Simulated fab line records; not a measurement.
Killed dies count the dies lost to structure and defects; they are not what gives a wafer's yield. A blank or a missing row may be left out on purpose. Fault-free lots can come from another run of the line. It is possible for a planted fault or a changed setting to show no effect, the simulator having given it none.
One fault through the eyes of 2 desks + flow sky130 + every desk sees just its own numbers, and what lay behind them comes last

AT THE METROLOGY DESK
Lot by lot, what the gauges showed, no matter which tool ran the lot: averages of those sampled wafers that carry a number. The brackets show how far a lot's mean lies from the usual mean; more than 4 standard deviations puts the lot out of limits, marked OUT.
Columns: A = cdNm at SKY_POLY_GATE_CD_MEAS_22, usual 150.8 nm
| lot  | first seen here | A     |
|------|-----------------|-------|
| L293 | day 16 19:38    | 151.0 |
| L295 | day 17 10:41    | 151.7 |
| L296 | day 17 17:01    | 151.7 |
| L302 | day 21 03:15    | 152.9 |
| L304 | day 21 06:35    | 152.7 |
| L308 | day 22 20:02    | 150.1 |
| L309 | day 23 06:49    | 150.0 |
| L313 | day 24 01:22    | 151.6 |
| L312 | day 24 02:55    | 152.9 |
| L314 | day 24 11:19    | 149.3 |
| L315 | day 24 16:37    | 153.8 |
This desk's verdict: no lot among the 11 shows anything out of limits.

DESK OF THE TOOL OWNER: rieDiel-04
The tool's own readings at SKY_FIELD_ISO_ETCH_14 (etches BARC in N2/H2, stops on SiO2, time 45.9 s, target depth 60 nm): means of the sampled wafers that have a number, for each lot that ran on this tool. The brackets show how far a lot's mean lies from the usual mean; more than 4 standard deviations puts the lot out of limits, marked OUT.
Columns: A = drypumpMotorCurrentA at SKY_FIELD_ISO_ETCH_14, usual 5.7 A; B = oesProductAu at SKY_FIELD_ISO_ETCH_14, usual 0.855 a.u.; C = throttleValvePct at SKY_FIELD_ISO_ETCH_14, usual 13.225 %
| lot  | first seen here | A   | B     | C      |
|------|-----------------|-----|-------|--------|
| L293 | day 2 10:07     | 5.4 | 0.858 | 13.229 |
| L296 | day 3 01:19     | 5.3 | 0.861 | 13.217 |
| L302 | day 4 08:40     | 5.6 | 0.853 | 13.232 |
This desk's verdict: no lot among the 3 shows anything out of limits.

TAKEN TOGETHER
At the metrology desk, nothing out of limits was observed.
The tool owner's desk saw nothing out of limits.

WHAT THE SIMULATOR PUT IN
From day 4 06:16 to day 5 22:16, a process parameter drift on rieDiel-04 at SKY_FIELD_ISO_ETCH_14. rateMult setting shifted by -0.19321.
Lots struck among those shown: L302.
